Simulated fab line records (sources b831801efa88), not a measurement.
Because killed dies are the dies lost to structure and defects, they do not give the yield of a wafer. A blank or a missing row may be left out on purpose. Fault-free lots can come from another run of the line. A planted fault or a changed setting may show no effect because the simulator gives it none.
A lot that was struck, set against a sound lot || flow gf180mcu || 15 out of 602 route steps
Sound: wafers L480.4, L480.5, L480.6. The struck wafers were L494.2, L494.3, L494.4. At the end, the cause is stated.
Each step with rows lists, per side, the tool, then ch with its chambers, then its first start. Under that, the readings that differ: sound wafers || struck wafers || difference of the means || sigmas: that difference in standard deviations of wafers without a fault.
alike: a reading whose means differ by less than 2 such deviations, as well as words and numbers matching on both sides. not compared: withheld readings; readings where some wafer has no value; bounds like >300 that might hide an equal value; numbers whose values overlap and for which the record gives no deviation.
A row with sigmas, a row that says differs or no value, or rows on one side alone: a step with any of these is where the two part. When numbers do not overlap yet have no deviation, they are printed without sigmas and do not part them. Lack of a reading on every wafer of one side parts them only where that side has two or more wafers.

first, 4 steps without rows for these wafers: GF_STI_WET_ETCH_26 (etches SiO2 in dHF, target depth 94 nm, time 188 s); GF_STI_WET_ETCH_27 (etches Si3N4 in H3PO4, target depth 160 nm, time 1825 s); GF_STI_WET_ETCH_28 (etches SiO2 in dHF, target depth 20 nm, time 40 s); GF_STI_OXIDATION_29 (stabilise 600 s, purge 300 s, target thk 10 nm).
GF_STI_THK_MEAS_30:
  sound on film_metro-03 at day 2 11:30; struck on film_metro-02 at day 5 11:34
{"reading": "STI_OXIDATION_02_THK (nm)", "sound": "10.34 10.36 10.27", "struck": "9.76 9.90 9.94", "difference": -0.46, "sigmas": -3}
then, 7 steps without rows for these wafers: GF_DNWELL_DEHYDRATE_00 (time 60 s); GF_DNWELL_HMDS_01 (prime time 60 s); GF_DNWELL_COAT_02 (resist thk 3000 nm); GF_DNWELL_SOFTBAKE_03; GF_DNWELL_EXPOSE_04 (exposes mask DNWELL, target cd 1700 nm); GF_DNWELL_PEB_05; GF_DNWELL_DEVELOP_06 (develop time 60 s).
GF_DNWELL_IMPLANT_07:
  sound on implanter-04 ch 0, day 2 23:58; struck on implanter-01 ch 0, day 6 02:10
{"reading": "beam_energy_keV", "sound": "1500.1 1499.9 1499.8", "struck": "1575.2 1575.1 1575.7", "difference": "+75.4", "sigmas": "+99 or more"}
{"reading": "model.implant.rp_nm (nm)", "sound": "1505 1505 1505", "struck": "1540 1540 1540", "difference": "+35", "sigmas": ""}
{"reading": "model.implant.drp_nm (nm)", "sound": "197.4 197.4 197.4", "struck": "200.2 200.2 200.2", "difference": "+2.8", "sigmas": ""}
GF_DNWELL_STRIP_08: strips in O2/N2.
  sound on plasma_asher-03 ch 0,1, day 3 00:04; struck on plasma_asher-04 ch 0,1, day 6 02:17
  alike: drypump_motor_current_A, heater_power_w, o2_flow_sccm, oes_product_au, platen_temp_c, strip_time_to_endpoint_s
  not compared: rf_hours_counter_h
-- the record jumps here: 27 days lie between the struck wafers' starts before and after (it left off in module DNWELL and takes up again in module PASSIVATION, whose first step shown is number 602 of the route) --
GF_PASSIVATION_PROBE_99:
  the record has rows for the struck wafers here (prober-02, day 33 03:49) and none for the sound ones

WHERE THEY PART
First at GF_STI_THK_MEAS_30; last, within this record, at GF_PASSIVATION_PROBE_99.

WHY: the cause the simulator had injected
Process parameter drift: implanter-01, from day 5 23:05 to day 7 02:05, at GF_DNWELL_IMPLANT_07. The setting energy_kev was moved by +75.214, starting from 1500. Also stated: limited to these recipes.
